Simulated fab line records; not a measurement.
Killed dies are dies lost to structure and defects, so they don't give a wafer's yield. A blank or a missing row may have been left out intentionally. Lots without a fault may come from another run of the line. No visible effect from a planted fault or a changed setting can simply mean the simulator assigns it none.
Which tool was responsible? -- flow sky130 -- 13 lots, 39 wafers sampled, at 4 steps of a route of 708

## WHAT EACH GAUGE READ, for each wafer
SKY_PWDE_OVL_MEAS_07. Usual: PWDE_OVL gives 1.0 nm (standard deviation 2.3).
lot,measured,on,PWDE_OVL (nm),flag
L564,day 4 17:31,overlay-02,1.5 3.4 1.6,
L565,day 4 22:52,overlay-02,4.5 3.4 4.0,
L566,day 5 02:50,overlay-02,2.9 3.3 3.2,
L567,day 5 08:04,overlay-02,-0.1 -0.9 -1.5,
L568,day 5 12:58,overlay-02,3.6 4.0 2.7,
L569,day 5 23:00,overlay-02,2.0 0.7 2.4,
L571,day 6 08:53,overlay-01,-1.1 1.1 -0.9,
L576,day 7 12:46,overlay-02,4.8 4.4 3.1,
L579,day 8 05:02,overlay-01,-3.3 0.8 -1.1,
L580,day 8 11:45,overlay-01,1.2 -1.4 -1.6,
L581,day 8 18:57,overlay-02,3.5 4.1 4.2,
L582,day 9 00:41,overlay-01,2.6 3.1 4.0,
L583,day 9 07:52,overlay-01,0.9 1.0 2.1,

SKY_NWELL_TW_MEAS_26. Usual: NWELL_2_TW gives 500 (standard deviation 3.8).
lot,measured,on,NWELL_2_TW,flag
L564,day 6 05:18,filmMetro-04,500 498 500,
L565,day 6 11:05,filmMetro-04,498 500 501,
L566,day 6 15:53,filmMetro-03,490 493 489,
L567,day 6 21:59,filmMetro-04,501 500 501,
L568,day 7 02:59,filmMetro-01,505 505 502,
L569,day 7 13:19,filmMetro-04,500 498 500,
L571,day 8 01:05,filmMetro-04,501 503 503,
L576,day 9 06:38,filmMetro-03,497 497 495,
L579,day 10 01:52,filmMetro-01,495 496 495,
L580,day 10 07:54,filmMetro-04,501 503 502,
L581,day 10 16:41,filmMetro-01,498 498 499,
L582,day 10 22:37,filmMetro-03,496 493 493,
L583,day 11 06:36,filmMetro-04,500 499 498,

SKY_VT_ADJUST_HVTP_CD_MEAS_07: target cd 380 nm. Usual: cdNm at 379.6 nm, with a standard deviation of 2.2.
lot,measured,on,cdNm (nm),flag
L564,day 6 23:30,cdSem-01,379.6 381.9 380.5,
L565,day 7 06:37,cdSem-01,376.7 378.5 377.6,
L566,day 7 11:31,cdSem-02,381.5 383.2 382.3,
L567,day 7 18:16,cdSem-02,380.1 382.3 379.4,
L568,day 7 23:01,cdSem-01,380.0 380.7 380.0,
L569,day 8 09:20,cdSem-01,376.9 377.4 375.9,
L571,day 8 22:29,cdSem-02,379.9 378.3 375.7,
L576,day 10 05:02,cdSem-01,378.9 378.4 378.5,
L579,day 11 01:13,cdSem-02,379.4 376.7 379.2,
L580,day 11 07:56,cdSem-01,379.4 378.1 377.6,
L581,day 11 16:49,cdSem-01,378.5 380.1 379.2,
L582,day 11 22:43,cdSem-02,377.6 378.6 378.4,
L583,day 12 06:37,cdSem-01,379.8 379.1 380.5,

## WHAT TOOL EACH LOT RAN ON (gives the tool, then ch and the chambers of the sampled wafers, and finally the start)
lot,SKY_PWDE_EXPOSE_04
L564,"ilineStepper-01 ch 0, day 4 09:26"
L565,"ilineStepper-01 ch 0, day 4 14:32"
L566,"ilineStepper-01 ch 0, day 4 18:20"
L567,"ilineStepper-01 ch 0, day 4 23:19"
L568,"ilineStepper-01 ch 0, day 5 04:23"
L569,"ilineStepper-01 ch 0, day 5 13:38"
L571,"ilineStepper-02 ch 0, day 6 00:00"
L576,"ilineStepper-01 ch 0, day 7 02:40"
L579,"ilineStepper-02 ch 0, day 7 19:33"
L580,"ilineStepper-01 ch 0, day 8 01:37"
L581,"ilineStepper-01 ch 0, day 8 08:44"
L582,"ilineStepper-01 ch 0, day 8 14:16"
L583,"ilineStepper-01 ch 0, day 8 21:10"
- SKY_PWDE_EXPOSE_04: exposes mask PWDEM, target cd 840 nm.

## WHAT THE TOOLS THEMSELVES READ (means of the sampled wafers that have a number; where no wafer has one, the mark that the record gives instead)
The record holds no such reading with a usual standard deviation.

## THE ANSWER, worked out from the rows above alone
Rule: take the mean of a lot's wafers that have a number; if it is more than 3 standard deviations from the usual mean, the lot is off. Also off: a lot with no number at a reading for which 4 or more lots have one. The other lots that the step has rows for count as sound. First the gauges in route order, then the tools' own readings, where a lot's mean is used as printed above. The first step at which some lot is off is used, and at that step the reading that is off furthest; a lot without a number counts as furthest.
No lot is off on any of the readings shown, so nothing can be concluded from this.

## WHAT HAD BEEN PUT IN BY THE SIMULATOR
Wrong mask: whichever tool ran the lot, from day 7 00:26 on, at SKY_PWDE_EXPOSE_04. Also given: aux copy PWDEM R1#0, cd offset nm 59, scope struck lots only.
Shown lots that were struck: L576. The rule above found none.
